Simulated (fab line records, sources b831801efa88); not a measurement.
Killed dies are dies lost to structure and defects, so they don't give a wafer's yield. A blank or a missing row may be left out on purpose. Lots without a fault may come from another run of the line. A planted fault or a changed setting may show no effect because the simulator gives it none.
Which tool did it? | flow sky130 | 6 lots, 18 wafers sampled, at 4 steps of a route of 708

WHAT THE GAUGES READ, wafer by wafer
SKY_SONOS_ONO_CD_MEAS_13: target cd 410 nm.
lot  | measured     | on        | cd_nm (nm)
L298 | day 13 00:28 | cd_sem-02 | 406.4 408.4 407.0
L302 | day 14 09:54 | cd_sem-01 | 409.6 408.4 407.3
L305 | day 15 09:15 | cd_sem-02 | 410.1 409.5 411.9
L311 | day 17 12:18 | cd_sem-01 | 407.9 410.6 410.7
L318 | day 19 20:01 | cd_sem-02 | 422.2 419.2 422.0
L320 | day 20 13:40 | cd_sem-01 | 405.5 407.4 407.7

WHICH TOOL RAN EACH LOT (tool, then ch and the chambers of the sampled wafers, then the start)
lot  | SKY_VT_ADJUST_NCORE_STRIP_10         | SKY_VT_ADJUST_HVTR_STRIP_10          | SKY_SONOS_ONO_DEVELOP_12
L298 | plasma_asher-03 ch 0,1, day 8 21:00  | plasma_asher-03 ch 0,1, day 9 18:37  | litho_track-01 ch 0, day 13 00:19
L302 | plasma_asher-03 ch 0,1, day 10 02:41 | plasma_asher-04 ch 1, day 11 01:25   | litho_track-04 ch 0, day 14 09:45
L305 | plasma_asher-03 ch 0,1, day 10 21:39 | plasma_asher-04 ch 0,1, day 11 21:05 | litho_track-01 ch 0, day 15 09:07
L311 | plasma_asher-01 ch 0, day 12 20:29   | plasma_asher-03 ch 0,1, day 13 22:16 | litho_track-04 ch 0, day 17 12:09
L318 | plasma_asher-03 ch 0,1, day 14 18:39 | plasma_asher-04 ch 0,1, day 15 20:31 | litho_track-01 ch 0, day 19 19:47
L320 | plasma_asher-01 ch 1, day 15 11:44   | plasma_asher-04 ch 0,1, day 16 14:40 | litho_track-03 ch 0, day 20 13:31
- SKY_VT_ADJUST_NCORE_STRIP_10: strips in O2/N2.
- SKY_VT_ADJUST_HVTR_STRIP_10: strips in O2/N2.
- SKY_SONOS_ONO_DEVELOP_12: develop time 60 s.

THE ANSWER, worked out from the rows above alone
Rule: what is usual is taken from the lots themselves. Put in order of their means at a reading, lots are off if they are a third of the lots or fewer, leave a main group of 4 or more, and stand apart from it by a gap of 3 or more times the standard deviation of the main group's means; of several such gaps the widest counts. A main group whose means are all the same, to the digits that the tables above print for the reading, isn't used. A lot without any number at a reading at which 4 lots or more have one is off too. The other lots that the step has rows for count as sound.
Off: L318, at SKY_SONOS_ONO_CD_MEAS_13 (cd_nm). The main group: mean 408.6 nm, standard deviation 1.4.
A tool fits if, at a process step before that reading, it ran every lot that is off, and no sound lot after the first of them. The gauges at SKY_SONOS_ONO_CD_MEAS_13 are tried like those tools. Can't be told from this: 3 tools fit, plasma_asher-03 at SKY_VT_ADJUST_NCORE_STRIP_10, litho_track-01 at SKY_SONOS_ONO_DEVELOP_12, cd_sem-02 at SKY_SONOS_ONO_CD_MEAS_13.

WHAT THE SIMULATOR HAD PUT IN
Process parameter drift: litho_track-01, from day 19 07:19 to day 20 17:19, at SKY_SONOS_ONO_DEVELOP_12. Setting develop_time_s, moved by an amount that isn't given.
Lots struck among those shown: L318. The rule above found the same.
